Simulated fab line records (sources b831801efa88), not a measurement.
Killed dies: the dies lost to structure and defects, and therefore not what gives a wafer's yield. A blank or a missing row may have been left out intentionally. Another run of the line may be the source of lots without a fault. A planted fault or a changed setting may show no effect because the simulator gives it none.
Code-filled problem report in 8D (eight disciplines) form | flow gf180mcu | the parts of the form that need people (team, actions taken, sign-off) are left out

## 1. THE PROBLEM
Across 4 wafers from 3 lots, V4_CVD_00_THK at GF_V4_THK_MEAS_01 averages 309 nm, while fault-free wafers read 603 nm with a standard deviation of 6.1. Measured from the usual mean, that is -48 standard deviations.
The first sign was on wafer L701.1 at day 26 13:23, on film metro-02. Wafers with a number at this step in the record: 36, from 12 lots. By rule, "out" or "out of limits" means more than 4 standard deviations away from the usual mean. The other wafers with a number count as sound.

## 2. WHAT IT IS, AND WHAT IT ISN'T
question                    | is                                          | is not
which readings at this step | V4_CVD_00_THK                               | -
which lots                  | L701, L702, L703                            | L692, L693, L694, L700, L710, L711, L712, L714, L715
which wafers of those lots  | L701.1, L702.3, L703.2, L703.6              | L701.3, L701.6, L702.1, L702.4, L703.3
read on which gauges        | film metro-02, film metro-03, film metro-04 | -
when                        | from day 26 13:23                           | up to then (14 sound wafers); but 18 sound wafers of L702, L703, L710, L711, L712, L714, L715 came after

## 3. SUSPECTS, AND WHAT RULES EACH OUT
Counting: any tool at a process step up to the reading remains a suspect provided it ran every lot that is out. Sound lots after the first of them don't rule it out here, since some wafers of a struck lot are sound.
- the gauge at GF_V4_THK_MEAS_01 has been ruled out. 3 gauges (film metro-02, film metro-03, film metro-04) read the wafers that are out.
- hdpcvd-02 at GF_V4_CVD_00 (deposits SiO2, target thk 600 nm, time 100 s): kept. Ran every lot that is out, first one L701 (day 26 13:19); last sound lot up to then L692 (day 23 07:42). On those wafers its own readings are out: sih4 flow sccm.
- In hdpcvd-02 at GF_V4_CVD_00, the wafers that are out were processed in chamber 2 and their sound lot-mates in chambers 0, 1.
After counting, what remains is hdpcvd-02 at GF_V4_CVD_00.

## 4. THE CAUSE (what the simulator had put in)
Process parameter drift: hdpcvd-02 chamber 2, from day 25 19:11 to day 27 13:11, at GF_V4_CVD_00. A move of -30 in setting sih4 flow sccm, from 60. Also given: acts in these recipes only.
The count eliminated every tool but this one.

## 5. THE CHAIN OF EFFECTS, in route order
Each row: a reading where the mean over the struck wafers with a number is more than 3 standard deviations away from the usual. Readings are gone through only where the record gives a usual standard deviation; hours: the median, over the lots, of the time from a lot's start at the first step in this table giving one to that lot's start at this step; sigmas: the change measured in usual standard deviations.
hours | step              | reading        | usual      | on struck wafers | change | sigmas
0     | GF_V4_CVD_00      | sih4 flow sccm | 60.03 sccm | 30.11            | -29.93 | -99 or more
0     | GF_V4_THK_MEAS_01 | V4_CVD_00_THK  | 603 nm     | 309              | -294   | -48
Here are the process steps it includes:
- GF_V4_CVD_00: deposits SiO2, target thk 600 nm, time 100 s.

## 6. HOW IT WOULD HAVE BEEN CAUGHT EARLIER
The first out-of-limits reading at a measuring or inspecting step in this record came at day 26 13:23, 18 hours after the fault's start at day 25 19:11.
The tool's own readings at GF_V4_CVD_00 were out on every struck wafer that the step has a row for (sih4 flow sccm): an alarm limit on them would have fired on the first of those.
Lots out: 3; of these, L702, L703 started GF_V4_CVD_00 on hdpcvd-02 after day 26 13:23. A hold on the tool at that time would have spared those 2.
